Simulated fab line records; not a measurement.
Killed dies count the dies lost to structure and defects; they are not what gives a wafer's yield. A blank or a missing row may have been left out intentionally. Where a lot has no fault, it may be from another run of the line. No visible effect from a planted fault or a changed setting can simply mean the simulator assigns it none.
Split-lot trial + flow sfq-line + on a route of 325 steps: 5 lots, 23 wafers read

== THE SPLIT ==
At SFQ_TRILAYER_M6_LITHO_COAT_164 (resist thk 62 nm), the setting spin-rpm was moved away from the recipe's 3000 rpm on 10 of the 23 wafers read, by -3.6% to +4.0%. This setting was run at the recipe's value on the other wafers.

Reading taken at the split's own step.

== THE READING ==
BARC_of_TRILAYER_M6_LITHO_COAT_164.thk-nm (the simulator's own value, which no gauge read), in nm, at SFQ_TRILAYER_M6_LITHO_COAT_164 (resist thk 62 nm). No usual value for it is given in the file. The 13 wafers here that ran the recipe average 61.97 nm, standard deviation 0.22 nm.

| wafer  | tool, chamber at the split | spin-rpm as run, rpm | against the recipe | BARC_of_TRILAYER_M6_LITHO_COAT_164.thk-nm, nm | against lot-mates on the recipe |
|--------|----------------------------|----------------------|--------------------|-----------------------------------------------|---------------------------------|
| L074.1 | litho-track-02, 0          | 3000                 | recipe             | 61.78                                         | -                               |
| L074.3 | litho-track-02, 0          | 3000                 | recipe             | 61.87                                         | -                               |
| L074.4 | litho-track-02, 0          | 3000                 | recipe             | 61.85                                         | -                               |
| L077.1 | litho-track-01, 0          | 2891                 | -3.6%              | 63.53                                         | +1.17                           |
| L077.2 | litho-track-01, 0          | 2891                 | -3.6%              | 63.5                                          | +1.14                           |
| L077.3 | litho-track-01, 0          | 3000                 | recipe             | 62.43                                         | -                               |
| L077.5 | litho-track-01, 0          | 3000                 | recipe             | 62.34                                         | -                               |
| L077.6 | litho-track-01, 0          | 3000                 | recipe             | 62.3                                          | -                               |
| L079.1 | litho-track-03, 0          | 3000                 | recipe             | 61.8                                          | -                               |
| L079.2 | litho-track-03, 0          | 3121                 | +4.0%              | 60.48                                         | -1.34                           |
| L079.4 | litho-track-03, 0          | 3121                 | +4.0%              | 60.76                                         | -1.06                           |
| L079.5 | litho-track-03, 0          | 3121                 | +4.0%              | 60.76                                         | -1.06                           |
| L079.6 | litho-track-03, 0          | 3000                 | recipe             | 61.84                                         | -                               |
| L080.1 | litho-track-02, 0          | 3000                 | recipe             | 61.86                                         | -                               |
| L080.2 | litho-track-02, 0          | 3000                 | recipe             | 61.82                                         | -                               |
| L080.4 | litho-track-02, 0          | 2913                 | -2.9%              | 62.86                                         | +1.02                           |
| L080.5 | litho-track-02, 0          | 3000                 | recipe             | 61.85                                         | -                               |
| L080.6 | litho-track-02, 0          | 2913                 | -2.9%              | 62.71                                         | +0.87                           |
| L083.1 | litho-track-02, 0          | 2899                 | -3.4%              | 62.89                                         | +0.97                           |
| L083.2 | litho-track-02, 0          | 2899                 | -3.4%              | 62.79                                         | +0.87                           |
| L083.3 | litho-track-02, 0          | 2899                 | -3.4%              | 63                                            | +1.08                           |
| L083.4 | litho-track-02, 0          | 3000                 | recipe             | 61.92                                         | -                               |
| L083.6 | litho-track-02, 0          | 3000                 | recipe             | 61.92                                         | -                               |

THE FIT
A straight line over all 23 wafers: BARC_of_TRILAYER_M6_LITHO_COAT_164.thk-nm changes by -0.326 nm for each +1% of spin-rpm; r = -0.96; the points scatter about the line by 0.23 nm.
The same after taking each lot's own level away (the mean of its wafers on the recipe; 23 wafers): -0.297 nm for each +1%; r = -0.99; scatter 0.078 nm.
Per that fit: largest spin-rpm move, reading shift of 1.2 nm.
Across the lots, their own levels run from 61.820 to 62.357 nm, a range of 2.5 times the standard deviation given above.
Consequently the slope shifts little with the lot-to-lot level, the two slopes agreeing.
Check: with one of the wafers moved furthest among these (+4.0%) left out of the fit, the line predicts -1.14 nm for it against its lot-mates. It came out at -1.34 nm against them.

== THE FILE'S OWN FIT ==
BARC_of_TRILAYER_M6_LITHO_COAT_164.thk-nm changes by -0.303 nm for each +1% of spin-rpm, r = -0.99.
